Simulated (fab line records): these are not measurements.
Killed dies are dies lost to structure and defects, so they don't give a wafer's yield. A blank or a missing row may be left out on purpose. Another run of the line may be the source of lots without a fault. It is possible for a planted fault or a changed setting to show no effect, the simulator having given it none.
Chamber matching + flow gf180mcu + GF_V1_CMP_26 on cmp-01 has 4 sister chambers
The step polishes, stops on SiO2, t overpolish 15 s, target thk 0 nm. 4 wafers are shown with their chamber, then 7 later ones without.

WAFERS PAIRED WITH THEIR CHAMBERS
| wafer  | chamber | motorCurrentA (A) |
|--------|---------|-------------------|
| L872.4 | 0       | 12.9              |
| L878.5 | 2       | 11.2              |
| L881.1 | 1       | 10.5              |
| L881.3 | 3       | 10.1              |

WAFERS MISSING THEIR CHAMBER
| wafer  | motorCurrentA (A) |
|--------|-------------------|
| L881.5 | 10.4              |
| L882.2 | 9.9               |
| L882.4 | 12.8              |
| L882.5 | 12.1              |
| L885.1 | 10.2              |
| L885.3 | 13.2              |
| L885.4 | 10.6              |

WHICH CHAMBER EACH ONE RAN IN
| wafer  | from the rows above          | in truth |
|--------|------------------------------|----------|
| L881.5 | can't be placed: 1 or 3      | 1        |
| L882.2 | can't be placed: 3 or 1      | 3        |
| L882.4 | 0                            | 0        |
| L882.5 | can't be placed: 0 or 2      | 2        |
| L885.1 | can't be placed: 3 or 1      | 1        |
| L885.3 | 0                            | 0        |
| L885.4 | can't be placed: 1 or 3 or 2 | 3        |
Correct placement for 2 of the 7. Can't be placed from these rows: 5 (the true chamber is among the candidates in 5). 0 placed wrongly.
How it was worked out, from the rows above alone: a wafer's distance from a chamber is the root of the sum, over the readings, of the square of ((its reading less the chamber's mean) divided by the reading's scatter). If the next closest chamber is less than 2 further off than the closest, the wafer can't be placed; otherwise it belongs to the closest. Each chamber's mean is taken over the wafers shown for it. The scatter: root of mean squared gap, hidden wafer to nearest shown wafer, with one shown wafer a chamber.
